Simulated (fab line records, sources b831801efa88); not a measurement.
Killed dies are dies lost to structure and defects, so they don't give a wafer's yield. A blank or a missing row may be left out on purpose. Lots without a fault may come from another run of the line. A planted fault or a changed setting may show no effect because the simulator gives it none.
Which tool did it? | flow gf180mcu | 11 lots, 33 wafers sampled, at 4 steps of a route of 602

WHAT THE GAUGES READ, wafer by wafer
GF_V5_THK_MEAS_03.
lot  | measured     | on            | V5_CVD_02_THK (nm)
L587 | day 26 07:20 | film_metro-04 | 1443 1482 1482
L589 | day 27 13:06 | film_metro-03 | 1410 1419 1461
L591 | day 27 20:54 | film_metro-03 | 1443 1441 1460
L592 | day 28 07:44 | film_metro-03 | 1415 1458 1465
L593 | day 28 08:31 | film_metro-03 | 1440 1443 1465
L595 | day 29 09:02 | film_metro-03 | 1430 1469 1437
L598 | day 29 20:17 | film_metro-04 | 1422 1407 1432
L602 | day 31 02:44 | film_metro-02 | 1445 1259 1464
L606 | day 32 01:57 | film_metro-02 | 1432 1455 1233
L608 | day 32 03:55 | film_metro-03 | 1437 1441 1440
L610 | day 32 12:29 | film_metro-04 | 1423 1448 1455

WHICH TOOL RAN EACH LOT (tool, then ch and the chambers of the sampled wafers, then the start)
lot  | GF_M5_METAL_ETCH_10               | GF_M5_STRIP_11                       | GF_V5_CVD_02
L587 | rie_metal-03 ch 0,1, day 26 06:27 | plasma_asher-02 ch 0,1, day 26 06:34 | pecvd-04 ch 0,2, day 26 07:13
L589 | rie_metal-04 ch 0,1, day 27 12:14 | plasma_asher-01 ch 0,1, day 27 12:22 | pecvd-01 ch 1,2, day 27 12:59
L591 | rie_metal-04 ch 0,1, day 27 20:01 | plasma_asher-02 ch 0,1, day 27 20:09 | pecvd-02 ch 0,2, day 27 20:47
L592 | rie_metal-03 ch 1, day 28 06:43   | plasma_asher-02 ch 0,1, day 28 06:58 | pecvd-04 ch 0,2, day 28 07:38
L593 | rie_metal-01 ch 0,1, day 28 07:37 | plasma_asher-02 ch 0,1, day 28 07:45 | pecvd-01 ch 0,1, day 28 08:25
L595 | rie_metal-03 ch 0,1, day 29 08:10 | plasma_asher-01 ch 0,1, day 29 08:17 | pecvd-02 ch 0,1,2, day 29 08:55
L598 | rie_metal-01 ch 0, day 29 19:16   | plasma_asher-02 ch 0,1, day 29 19:32 | pecvd-04 ch 0,2, day 29 20:10
L602 | rie_metal-04 ch 0,1, day 31 01:33 | plasma_asher-01 ch 0,1, day 31 01:40 | pecvd-02 ch 0,1, day 31 02:37
L606 | rie_metal-04 ch 0,1, day 32 01:01 | plasma_asher-03 ch 0,1, day 32 01:08 | pecvd-02 ch 1,2, day 32 01:49
L608 | rie_metal-01 ch 0,1, day 32 03:00 | plasma_asher-03 ch 0,1, day 32 03:08 | pecvd-04 ch 0,1,2, day 32 03:49
L610 | rie_metal-03 ch 1, day 32 11:28   | plasma_asher-03 ch 0,1, day 32 11:36 | pecvd-04 ch 0,1,2, day 32 12:22
- GF_M5_METAL_ETCH_10: etches the open film in Cl2/BCl3, stops on SiO2, target depth 750.8 nm, time 125.1 s.
- GF_M5_STRIP_11: strips in O2/N2.
- GF_V5_CVD_02: deposits SiO2 from TEOS, target thk 1450 nm, time 163.28 s.

THE ANSWER, worked out from the rows above alone
Rule: what is usual is taken from the lots themselves. Put in order of their means at a reading, lots are off if they are a third of the lots or fewer, leave a main group of 4 or more, and stand apart from it by a gap of 3 or more times the standard deviation of the main group's means; of several such gaps the widest counts. A main group whose means are all the same, to the digits that the tables above print for the reading, isn't used. A lot without any number at a reading at which 4 lots or more have one is off too. The other lots that the step has rows for count as sound.
No lot is off at any reading shown: from this, nothing can be told.

WHAT THE SIMULATOR HAD PUT IN
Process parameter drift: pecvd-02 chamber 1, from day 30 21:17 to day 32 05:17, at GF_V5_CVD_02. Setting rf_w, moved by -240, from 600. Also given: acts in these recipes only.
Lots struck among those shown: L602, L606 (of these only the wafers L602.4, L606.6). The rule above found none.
